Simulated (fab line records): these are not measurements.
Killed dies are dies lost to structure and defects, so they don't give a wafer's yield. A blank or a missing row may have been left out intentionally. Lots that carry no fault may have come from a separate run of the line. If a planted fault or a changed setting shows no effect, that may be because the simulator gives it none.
A single fault, viewed from 2 desks | flow gf180mcu | numbers are kept per desk, each desk with only its own; the story behind them comes last

TOOL OWNER'S DESK, implanter-01
For each lot that ran on this tool, the mean over its sampled wafers that have a number, from the tool's own readings at GF_VT_IMPLANT_IMPLANT_30. A lot is out of limits, marked OUT, if its mean lies more than 4 standard deviations from the usual mean; the brackets give that distance.
Columns: A = doseIonsCm2 at GF_VT_IMPLANT_IMPLANT_30, usual 2.5338e+12; B = faradayCurrentUA at GF_VT_IMPLANT_IMPLANT_30, usual 14.29
lot  | first seen here | A                            | B
L159 | day 8 05:18     | 2.5307e+12                   | 14.36
L160 | day 8 10:14     | 2.5364e+12                   | 14.40
L162 | day 8 20:53     | 2.5346e+12                   | 14.14
L164 | day 9 11:20     | 2.5381e+12                   | 14.24
L167 | day 10 13:28    | 2.5322e+12                   | 14.27
L171 | day 12 02:19    | 2.5137e+11 (-99 or more) OUT | 1.45 (-46) OUT
L174 | day 13 01:26    | 2.5377e+11 (-99 or more) OUT | 1.43 (-46) OUT
This desk's finding: out of limits on L171, L174; first on L171, day 12 02:19 (doseIonsCm2 at GF_VT_IMPLANT_IMPLANT_30). L159, L160, L162, L164, L167: within limits.

THE METROLOGY DESK
What the gauges read, lot by lot, whatever tool the lot ran on: means of the sampled wafers that have a number. A lot is out of limits, marked OUT, if its mean lies more than 4 standard deviations from the usual mean; the brackets give that distance.
Columns: A = INCOMING_BOW at GF_STI_BOW_MEAS_00, usual 0 um; B = VT_IMPLANT_3_TW at GF_VT_IMPLANT_TW_MEAS_32, usual 264.5; C = cdNm at GF_HV_LDD_CD_MEAS_19, usual 400.3 nm
lot  | first seen here | A  | B               | C
L154 | day 1 10:00     | -5 | 264.5           | 397.0
L155 | day 1 15:04     | 0  | 260.3           | 400.0
L157 | day 2 01:00     | 9  | 265.1           | 400.6
L159 | day 2 11:01     | -5 | 265.3           | 400.2
L160 | day 2 16:00     | 0  | 266.0           | 402.8
L162 | day 3 02:02     | 2  | 266.0           | 399.6
L163 | day 3 07:01     | -6 | 265.5           | 401.7
L164 | day 3 12:01     | 2  | 265.9           | 401.1
L165 | day 3 17:02     | -6 | 267.8           | 401.7
L166 | day 3 22:01     | 0  | 260.1           | 397.0
L167 | day 4 03:00     | 2  | 266.3           | 402.7
L171 | day 4 23:02     | 4  | 138.8 (-60) OUT | 399.5
L174 | day 5 14:01     | 0  | 135.9 (-61) OUT | 401.8
Per this desk, out of limits: L171, L174; the first was L171, day 12 02:32 (VT_IMPLANT_3_TW at GF_VT_IMPLANT_TW_MEAS_32). L154, L155, L157, L159, L160, L162, L163, L164, L165, L166, L167: within limits.

BROUGHT TOGETHER
At day 12 02:19, on L171, L174, the tool owner's desk was in a position to raise an alarm.
L171, L174 would have let the metrology desk raise an alarm at day 12 02:32.
The lots listed all ran GF_VT_IMPLANT_IMPLANT_30 on implanter-01.

WHAT THE SIMULATOR PUT IN
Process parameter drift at GF_VT_IMPLANT_IMPLANT_30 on implanter-01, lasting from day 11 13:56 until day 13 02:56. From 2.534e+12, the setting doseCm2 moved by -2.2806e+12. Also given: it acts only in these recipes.
Struck lots among those shown: L171, L174.
Fault start to first reading out of limits, in hours, per desk: tool owner, 12; metrology, 13.
